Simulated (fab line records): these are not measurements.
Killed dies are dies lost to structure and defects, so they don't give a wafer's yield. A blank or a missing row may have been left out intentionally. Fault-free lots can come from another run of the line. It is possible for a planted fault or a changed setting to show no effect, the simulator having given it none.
fab line records	flow sky130
[record] lots = 12	wafers = 36	last_day = 50
route steps=708 shown METAL1@451 VIA1@479 VIA2@527 METAL4@630 PAD_OPEN@708
lots untouched by any fault: they come from a run of this same line in which no faults occurred
start_h: hours from the record's opening day to when the first of the lot's shown wafers began	wait_h: hours since the lot's step before	" as in the row above	L1.1+2: several wafers, shown together as one row	- value missing, or start not given	* or withheld: withheld	< > ~ a bound
route shown NAME@n: a module of which the file shows steps, and the number in the route of the first	usual: mean and standard deviation over wafers with no fault	same: alike in all rows	chamber/n: place in a boat	sites: readings site by site	_std_site: standard deviation across them	_edge_site: mean of outer sites minus mean of inner sites	radius_mm: how far each site lies from the wafer's centre	mask NAME#n: copy n	behind: the last tool/chamber to shape the wafer	hold: why the lot was held/for how many hours/how that ended	device: the transistor (n, p or np) that didn't switch	end of line: tests run on the same wafers once the route is complete	a step with no rows: only its recipe	killed: the dies lost at the first sort to structure and to defects; this is not the yield of the wafer	map: shows each die of a wafer: x if killed, . if not, _ if none is there
set.NAME: the setting the step ran with; set.NAME@STEP: the setting that earlier step ran with	model.NAME: the simulator's own value behind a step, which no gauge read
steps of the route over a sample of lots; a table a step, a row a wafer
services: a tool's chamber out of use, with start hour (start_h, from the record's first day; less than 0 if before it), hours out, and reason
[[steps]]
[step SKY_METAL1_DESCUM_17]
[recipe] chemistry = O2	source_power_w = 150	bias_power_w = 0	pressure_mtorr = 10	temp_c = 40	time_s = 8
[usual] drypump_motor_current_A = 5.9/0.41	oes_product_au = 1.001/0.0098	rf_fwd_power_W = 147.2/0.77
lot.wafer	tool	chamber	start_h	wait_h	drypump_motor_current_A	oes_product_au	rf_fwd_power_W	rf_hours_counter_h
L127.3	rie_metal-03	0	763.42	0.0	6.5	0.992	147.1	-
L127.4	"	1	"	"	5.8	0.990	147.7	-
L127.5	"	0	"	"	6.4	0.993	147.0	-
L129.2	rie_metal-02	0	772.06	0.0	5.4	1.001	148.2	14
L129.4	"	0	"	"	5.5	1.010	147.9	-
L129.5	"	1	"	"	5.8	1.010	146.6	-
L130.4	rie_metal-03	1	781.03	0.0	5.8	0.999	147.0	-
L130.5	"	0	"	"	6.4	1.005	146.8	-
L130.6	"	1	"	"	5.8	1.005	146.8	-
L131.1	rie_metal-03	0	794.74	0.0	6.4	0.998	147.3	11
L131.3	"	0	"	"	6.4	0.989	147.1	-
L131.6	"	0	"	"	6.4	0.998	146.9	-
L132.3	rie_metal-03	1	804.48	0.0	5.8	0.991	147.2	-
L132.4	"	0	"	"	6.5	0.999	146.1	-
L132.5	"	0	"	"	6.5	1.003	146.3	-
L136.1	rie_metal-02	1	833.57	0.0	5.8	1.005	148.6	8
L136.4	"	1	"	"	5.8	0.998	148.2	-
L136.6	"	1	"	"	5.8	1.000	147.6	-
L137.4	rie_metal-04	0	841.89	0.0	5.5	1.008	146.9	-
L137.5	"	0	"	"	5.5	1.024	146.9	-
L137.6	"	0	"	"	5.5	1.012	146.5	-
L138.1	rie_metal-02	0	853.07	0.0	5.4	0.984	148.1	0
L138.2	"	1	"	"	5.8	1.015	147.1	9
L138.6	"	1	"	"	5.8	0.996	147.0	-
L140.1	rie_metal-03	0	862.94	0.0	6.4	0.993	146.0	13
L140.2	"	1	"	"	5.8	0.987	146.7	15
L140.6	"	1	"	"	5.8	0.991	146.7	-
L144.1	rie_metal-04	1	894.46	0.0	6.5	1.023	148.2	1
L144.5	"	1	"	"	6.5	1.014	148.4	-
L144.6	"	0	"	"	5.5	1.003	146.6	-
L147.2	rie_metal-03	0	916.28	0.0	6.4	0.982	147.4	-
L147.3	"	0	"	"	6.4	0.999	147.3	-
L147.5	"	0	"	"	6.4	0.996	146.6	-
L150.2	rie_metal-03	0	933.68	0.0	6.5	1.007	147.1	-
L150.3	"	0	"	"	6.4	0.999	146.9	-
L150.6	"	0	"	"	6.4	0.997	147.3	-
[step SKY_VIA1_CVD_21]
[recipe] material = W	target_thk_nm = 270	time_s = 80.902	temp_c = 400	pressure_torr = 40
[usual] heater_power_w = 939/68	susceptor_temp_C = 399.99/0.23
lot.wafer	tool	chamber	start_h	wait_h	heater_power_w	susceptor_temp_C
L127.3	cvd_w-02	1	792.19	0.1	842	399.97
L127.4	"	1	"	"	843	400.09
L127.5	"	1	"	"	860	399.69
L129.2	cvd_w-01	1	801.17	0.0	1012	399.83
L129.4	"	1	"	"	995	399.91
L129.5	"	0	"	"	948	399.77
L130.4	cvd_w-02	0	810.08	0.1	1005	399.90
L130.5	"	0	"	"	997	399.76
L130.6	"	1	"	"	844	400.24
L131.1	cvd_w-02	1	824.21	0.0	848	400.24
L131.3	"	0	"	"	1002	399.65
L131.6	"	0	"	"	1011	399.73
L132.3	cvd_w-02	0	833.24	0.1	1000	400.22
L132.4	"	1	"	"	853	400.34
L132.5	"	1	"	"	869	400.05
L136.1	cvd_w-01	0	861.88	0.0	945	400.00
L136.4	"	1	"	"	1005	400.01
L136.6	"	1	"	"	987	400.00
L137.4	cvd_w-02	1	869.46	0.1	860	399.58
L137.5	"	1	"	"	846	399.62
L137.6	"	0	"	"	1014	399.56
L138.1	cvd_w-02	1	882.58	0.0	876	400.23
L138.2	"	0	"	"	1001	399.71
L138.6	"	1	"	"	855	399.79
L140.1	cvd_w-01	0	890.82	0.0	949	399.80
L140.2	"	1	"	"	1000	400.24
L140.6	"	0	"	"	953	399.55
L144.1	cvd_w-02	0	922.02	0.0	1013	400.08
L144.5	"	0	"	"	991	400.07
L144.6	"	1	"	"	859	400.51
L147.2	cvd_w-02	1	943.10	0.0	871	400.05
L147.3	"	0	"	"	1019	399.57
L147.5	"	1	"	"	851	399.91
L150.2	cvd_w-02	0	960.68	0.1	1013	400.12
L150.3	"	0	"	"	1012	400.04
L150.6	"	0	"	"	997	399.96
[step SKY_VIA2_SPUTTER_20]
[recipe] material = TiN	target_thk_nm = 20	chamber_pressure_pa = 5	power_w = 4000	time_s = 80
[usual] throttle_valve_pct = 30.5/0.8
lot.wafer	tool	chamber	start_h	wait_h	throttle_valve_pct
L127.3	pvd_sputter-02	-	849.07	0.0	30.3
L127.4	"	-	"	"	29.9
L127.5	"	-	"	"	30.2
L129.2	pvd_sputter-02	-	857.08	0.0	29.8
L129.4	"	-	"	"	30.3
L129.5	"	-	"	"	30.5
L130.4	pvd_sputter-02	-	865.64	0.0	29.7
L130.5	"	-	"	"	29.7
L130.6	"	-	"	"	30.5
L131.1	pvd_sputter-02	-	879.68	0.0	29.7
L131.3	"	-	"	"	30.6
L131.6	"	-	"	"	30.0
L132.3	pvd_sputter-02	-	887.62	0.0	30.3
L132.4	"	-	"	"	31.4
L132.5	"	-	"	"	30.3
L136.1	pvd_sputter-02	-	914.98	0.0	31.6
L136.4	"	-	"	"	30.5
L136.6	"	-	"	"	29.9
L137.4	pvd_sputter-02	-	921.82	0.0	29.7
L137.5	"	-	"	"	31.5
L137.6	"	-	"	"	30.1
L138.1	pvd_sputter-02	-	934.66	0.0	30.0
L138.2	"	-	"	"	31.5
L138.6	"	-	"	"	31.5
L140.1	pvd_sputter-02	-	943.13	0.0	30.5
L140.2	"	-	"	"	31.6
L140.6	"	-	"	"	31.5
L144.1	pvd_sputter-02	-	975.03	0.0	30.7
L144.5	"	-	"	"	31.6
L144.6	"	-	"	"	29.8
L147.2	pvd_sputter-02	-	994.17	0.0	29.9
L147.3	"	-	"	"	30.4
L147.5	"	-	"	"	29.9
L150.2	pvd_sputter-03	-	1010.11	0.0	29.5
L150.3	"	-	"	"	29.9
L150.6	"	-	"	"	30.9
[step SKY_METAL4_OVL_MEAS_14]
[usual] METAL4_OVL = -2/5.2
lot.wafer	tool	chamber	start_h	wait_h	METAL4_OVL[nm]
L127.3	overlay-01	-	978.34	0.1	0
L127.4	"	-	"	"	-1
L127.5	"	-	"	"	6
L129.2	overlay-02	-	985.88	0.1	-3
L129.4	"	-	"	"	-11
L129.5	"	-	"	"	-6
L130.4	overlay-01	-	993.22	0.1	3
L130.5	"	-	"	"	-6
L130.6	"	-	"	"	7
L131.1	overlay-01	-	1005.95	0.1	2
L131.3	"	-	"	"	6
L131.6	"	-	"	"	4
L132.3	overlay-01	-	1013.02	0.1	-3
L132.4	"	-	"	"	-2
L132.5	"	-	"	"	0
L136.1	overlay-01	-	1038.32	0.1	-1
L136.4	"	-	"	"	1
L136.6	"	-	"	"	1
L137.4	overlay-01	-	1043.80	0.1	1
L137.5	"	-	"	"	-7
L137.6	"	-	"	"	-6
L138.1	overlay-01	-	1056.49	0.1	-2
L138.2	"	-	"	"	3
L138.6	"	-	"	"	-3
L140.1	overlay-01	-	1062.89	0.1	1
L140.2	"	-	"	"	-6
L140.6	"	-	"	"	-3
L144.1	overlay-02	-	1091.10	0.1	-3
L144.5	"	-	"	"	-3
L144.6	"	-	"	"	-1
L147.2	overlay-02	-	1108.16	0.1	-6
L147.3	"	-	"	"	-14
L147.5	"	-	"	"	-6
L150.2	overlay-02	-	1123.11	0.1	-1
L150.3	"	-	"	"	-8
L150.6	"	-	"	"	2
[step SKY_PAD_OPEN_PROBE_99]
[usual] defect_limited_yield = 82.8/1.8	killed_at_M0_to_M3 = 43/6.3	killed_at_M4_up = 3.1/1.9	killed_at_contacts = 24/5.1	killed_at_front_end = 14/4.3	killed_at_other = 0.3/0.53	killed_dies = 85/8.8	killed_open = 46/7.1	killed_short = 38/5.9	sort_bin_3_pad_short = 0.8/0.41	sort_bin_5_function = 10.4/1.5	sort_bin_6_memory = 6.1/1.1	sort_n_pass = 407/8.8	sort_yield_pct = 82.8/1.8
[same] gross_dies = 492	killed_at_back_side = 0	sort_bin_4_leakage[%] = 0	sort_bin_8_speed[%] = 0
lot.wafer	tool	chamber	start_h	wait_h	defect_limited_yield[%]	killed_at_M0_to_M3	killed_at_M4_up	killed_at_contacts	killed_at_front_end	killed_at_other	killed_dies	killed_open	killed_short	sort_bin_3_pad_short[%]	sort_bin_5_function[%]	sort_bin_6_memory[%]	sort_n_pass	sort_yield_pct[%]
L144.1	prober-02	-	1172.55	0.1	81.9	51	1	20	16	1	89	42	33	1.2	11.0	5.9	403	81.9
L144.5	prober-02	-	1172.75	0.2	72.0	100	1	26	10	1	138	34	39	3.0	19.3	5.7	354	72.0
L144.6	prober-02	-	1172.80	0.2	73.2	98	3	16	14	1	132	31	42	3.0	18.1	5.7	360	73.2
L147.2	prober-01	-	1186.45	0.1	74.8	84	10	18	12	0	124	30	32	3.0	16.3	5.9	368	74.8
L147.3	prober-01	-	1186.50	0.2	71.1	102	2	22	16	0	142	50	36	3.7	18.9	6.3	350	71.1
L147.5	prober-01	-	1186.60	0.2	70.5	108	3	22	12	0	145	47	43	2.8	17.3	9.3	347	70.5
// killed by level:class
L144.1 VIA2:unspecified=13 VIA1:geometric_particle:open=9 LI_CONTACT:geometric_particle:open=7 VIA3:geometric_particle:open=7 CONTACT:geometric_particle:open=6 FIELD_ISO:geometric_particle:short=5 VIA2:geometric_particle:open=5 POLY_GATE:geometric_particle:short=4
L144.5 VIA2:unspecified=64 VIA1:geometric_particle:open=11 VIA3:geometric_particle:open=7 LI_CONTACT:geometric_particle:short=6 LI_CONTACT:geometric_particle:open=6 FIELD_ISO:geometric_particle:short=5 CONTACT:geometric_particle:short=5 LOCAL_INTERCONNECT:geometric_particle:short=5
L144.6 VIA2:unspecified=59 METAL2:geometric_particle:short=8 VIA1:geometric_particle:open=8 LI_CONTACT:geometric_particle:open=6 CONTACT:geometric_particle:short=5 METAL1:geometric_particle:short=5 VIA1:geometric_particle:short=5 FIELD_ISO:geometric_particle:short=3
L147.2 VIA2:unspecified=61 CONTACT:geometric_particle:open=10 METAL4:geometric_particle:short=8 VIA1:geometric_particle:short=5 VIA1:geometric_particle:open=4 FIELD_ISO:geometric_particle:short=3 POLY_GATE:geometric_particle:open=3 LI_CONTACT:geometric_particle:short=3
L147.3 VIA2:unspecified=55 METAL1:geometric_particle:short=10 LI_CONTACT:geometric_particle:open=10 CONTACT:geometric_particle:open=9 VIA1:geometric_particle:open=7 VIA2:geometric_particle:open=6 FIELD_ISO:geometric_particle:short=5 VIA3:geometric_particle:open=5
L147.5 VIA2:unspecified=55 VIA3:geometric_particle:open=9 VIA1:geometric_particle:open=9 VIA1:geometric_particle:short=9 VIA2:geometric_particle:open=7 FIELD_ISO:geometric_particle:open=6 LI_CONTACT:geometric_particle:open=6 CONTACT:geometric_particle:short=5
[[services]]
tool	chamber	start_h	hours	kind
rie_metal-04	0	739.93	6.8	repair
cvd_w-02	-	744.61	0.8	repair
cvd_w-01	-	760.06	0.5	repair
cvd_w-02	1	780.99	5.8	repair
cvd_w-02	0	791.13	10.5	repair
pvd_sputter-03	-	802.00	1.0	repair
rie_metal-02	-	818.02	0.3	repair
rie_metal-04	1	837.16	9.7	repair
cvd_w-01	-	838.66	4.3	pm
pvd_sputter-02	0	840.28	-	consumable_replace:kit
pvd_sputter-02	0	840.28	18.0	scheduled_down
pvd_sputter-02	0	840.28	18.0	vent_cycle
cvd_w-01	0	850.01	6.5	repair
cvd_w-01	-	862.91	0.5	repair
pvd_sputter-03	-	891.88	2.8	repair
cvd_w-01	-	904.00	14.0	pm
rie_metal-03	1	916.21	-	clean
rie_metal-03	1	916.21	21.6	scheduled_down
rie_metal-03	1	916.21	21.6	vent_cycle
rie_metal-03	-	945.81	0.8	repair
cvd_w-02	1	954.55	9.0	repair
rie_metal-03	0	964.17	-	clean
cvd_w-01	-	988.35	0.6	repair
rie_metal-04	-	992.34	14.6	pm
[[key]]
[first_sign] step = SKY_PAD_OPEN_PROBE_99	reading = killed_at_M0_to_M3	direction = up	sigmas = 7.5	usual = 43	struck = 90	wafers_moved = 5
[effect] step = SKY_PAD_OPEN_PROBE_99	reading = sort_bin_3_pad_short	direction = up	sigmas = 5	usual = 0.8	struck = 2.8	wafers_moved = 5
met_at SKY_VIA2_SPUTTER_20
struck_lots L144,L147
not_acting_at SKY_METAL1_DESCUM_17,SKY_VIA1_CVD_21,SKY_METAL4_OVL_MEAS_14
onset_between 943.13 975.03
[fault] kind = chamber_particle_source	tool = pvd_sputter-02	chamber = -	onset_h = 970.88	steps = SKY_VIA2_SPUTTER_20	rate_per_visit_cm2 = 1.1837	end_h = 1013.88
